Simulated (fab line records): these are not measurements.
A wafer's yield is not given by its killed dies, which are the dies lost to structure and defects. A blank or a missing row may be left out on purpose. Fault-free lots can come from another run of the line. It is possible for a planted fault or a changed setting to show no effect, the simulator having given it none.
A struck lot beside a sound one	flow sky130	43 steps out of a route of 708
Sound: the wafers L370.2, L370.5, L370.6. The struck wafers were L381.2, L381.3, L381.4. At the end, the cause is stated.
For every step that has rows: the tool of each side, followed by ch and its chambers, followed by its first start. Under that, the readings that differ: sound wafers	struck wafers	difference of the means	sigmas: that difference in standard deviations of wafers without a fault.
alike: readings with means less than 2 such deviations apart, plus words and numbers identical on both sides. not compared: withheld readings, readings lacking a value on some wafer, bounds such as >300 that could conceal the same value, and numbers that have no deviation in the record and whose values overlap.
The two part at a step that has a row with sigmas, a row that says differs or no value, or rows on one side only. Non-overlapping numbers with no deviation appear without sigmas and do not part them. Lack of a reading on every wafer of one side parts them only where that side has two or more wafers.

first, 7 steps without rows for these wafers: SKY_FIELD_ISO_HMDS_06 (prime time 60 s); SKY_FIELD_ISO_COAT_07 (resist thk 60 nm); SKY_FIELD_ISO_COAT_08 (resist thk 450 nm); SKY_FIELD_ISO_SOFTBAKE_09 (time 90 s); SKY_FIELD_ISO_EXPOSE_10 (exposes mask FOM, target cd 150 nm); SKY_FIELD_ISO_PEB_11; SKY_FIELD_ISO_DEVELOP_12 (develop time 60 s).
SKY_FIELD_ISO_CD_MEAS_13: target cd 150 nm.
  struck on cd-sem-01, day 4 17:58; sound on cd-sem-01, day 2 11:13
  alike: cd-nm
SKY_FIELD_ISO_ETCH_14: etches BARC in N2/H2, stops on SiO2, time 45.9 s, target depth 60 nm.
  sound on rie-diel-04 ch 2,3, day 2 11:19; struck on rie-diel-02 ch 0,2,3, day 4 18:04
  alike: drypump-motor-current-A, h2-flow-sccm, oes-product-au, throttle-valve-pct
  not compared: rf-hours-counter-h
SKY_FIELD_ISO_ETCH_15: etches the open film in CHF3/O2, stops on Si, target depth 180 nm, time 72 s.
  sound on rie-diel-04 ch 2,3, day 2 11:21; struck on rie-diel-02 ch 0,2,3, day 4 18:06
  alike: chf3-flow-sccm, drypump-motor-current-A, oes-product-au, throttle-valve-pct
  not compared: rf-hours-counter-h
SKY_FIELD_ISO_STRIP_16: strips in O2/N2.
  sound on plasma-asher-04 ch 0,1, day 2 11:24; struck on plasma-asher-04 ch 0,1, day 4 18:09
  alike: drypump-motor-current-A, oes-product-au, strip-time-to-endpoint-s
  not compared: rf-hours-counter-h
SKY_FIELD_ISO_ETCH_17: etches Si in HBr/Cl2/O2, target depth 342 nm, time 97.7 s.
  sound on rie-si-01 ch 1,2, day 2 11:30; struck on rie-si-01 ch 0,2,3, day 4 18:15
  alike: drypump-motor-current-A, oes-product-au, throttle-valve-pct
  not compared: rf-hours-counter-h
SKY_FIELD_ISO_WET_ETCH_18: etches Si3N4 in H3PO4, target depth 25 nm, time 276.3 s.
  sound on wet-bench-01 ch 3, day 2 11:35; struck on wet-bench-04 ch 0, day 4 18:20
  alike: temp-c
then, 4 steps without rows for these wafers: SKY_FIELD_ISO_CLEAN_19 (cleans in SC1/SC2, time 150 s); SKY_FIELD_ISO_CLEAN_20 (cleans in dHF, time 20 s); SKY_FIELD_ISO_WET_ETCH_21 (etches SiO2 in dHF, target depth 20 nm, time 400 s); SKY_FIELD_ISO_OXIDATION_22 (stabilise 600 s, purge 300 s, target thk 10 nm).
SKY_FIELD_ISO_THK_MEAS_23:
  struck on film-metro-02, day 4 21:11; sound on film-metro-01, day 2 14:12
  alike: FIELD_ISO_OXIDATION_01_THK
then, 1 step without rows for these wafers: SKY_FIELD_ISO_CVD_24 (deposits SiO2, target thk 595 nm, time 99.2 s).
SKY_FIELD_ISO_THK_MEAS_25:
  struck on film-metro-01, day 4 21:19; sound on film-metro-04, day 2 14:20
reading	sound	struck	difference	sigmas
FIELD_ISO_CVD_24_THK (nm)	583 596 596	607 602 604	+13	+2
then, 1 step without rows for these wafers: SKY_FIELD_ISO_ANNEAL_26 (time 1800 s).
SKY_FIELD_ISO_CMP_27: polishes, stops on Si3N4, t overpolish 16 s, target thk 457.8 nm.
  sound on cmp-02 ch 0,1,3, day 2 18:16; struck on cmp-01 ch 0,1,3, day 5 00:04
  alike: edge-zone-pressure-frac, motor-current-A, overpolish-run-s, time-to-endpoint-s
then, 5 steps without rows for these wafers: SKY_FIELD_ISO_WET_ETCH_28 (etches SiO2 in dHF, target depth 23.7 nm, time 47 s); SKY_FIELD_ISO_WET_ETCH_29 (etches Si3N4 in H3PO4, target depth 160 nm, time 1825 s); SKY_FIELD_ISO_WET_ETCH_30 (etches SiO2 in dHF, target depth 25 nm, time 50 s); SKY_NWELL_CLEAN_00 (cleans in SC1/SC2, time 150 s); SKY_NWELL_OXIDATION_01 (stabilise 600 s, purge 300 s, target thk 10 nm).
SKY_NWELL_THK_MEAS_02:
  struck on film-metro-04, day 5 04:09; sound on film-metro-03, day 2 21:05
  alike: NWELL_OXIDATION_THK
then, 9 steps without rows for these wafers: SKY_DNWELL_DEHYDRATE_00 (time 60 s); SKY_DNWELL_HMDS_01 (prime time 60 s); SKY_DNWELL_COAT_02 (resist thk 3000 nm); SKY_DNWELL_SOFTBAKE_03; SKY_DNWELL_EXPOSE_04 (exposes mask DNM, target cd 3000 nm); SKY_DNWELL_PEB_05; SKY_DNWELL_DEVELOP_06 (develop time 60 s); SKY_DNWELL_IMPLANT_07; SKY_DNWELL_STRIP_08 (strips in O2/N2).
SKY_DNWELL_TW_MEAS_09:
  struck on film-metro-01, day 5 22:12; sound on film-metro-01, day 3 13:14
  alike: DNWELL_TW
then, 4 steps without rows for these wafers: SKY_PWDE_DEHYDRATE_00 (time 60 s); SKY_PWDE_HMDS_01 (prime time 60 s); SKY_PWDE_COAT_02 (resist thk 3000 nm); SKY_PWDE_SOFTBAKE_03.
-- the record jumps here: 43 days lie between the struck wafers' starts before and after (it left off in module PWDE and takes up again in module PAD_OPEN, whose first step shown is number 708 of the route) --
SKY_PAD_OPEN_PROBE_99:
  the record has rows for the struck wafers here (prober-02, day 48 15:49) and none for the sound ones

WHERE THEY PART
First at SKY_FIELD_ISO_THK_MEAS_25; last, within this record, at SKY_PAD_OPEN_PROBE_99.

WHY: whatever the simulator had introduced
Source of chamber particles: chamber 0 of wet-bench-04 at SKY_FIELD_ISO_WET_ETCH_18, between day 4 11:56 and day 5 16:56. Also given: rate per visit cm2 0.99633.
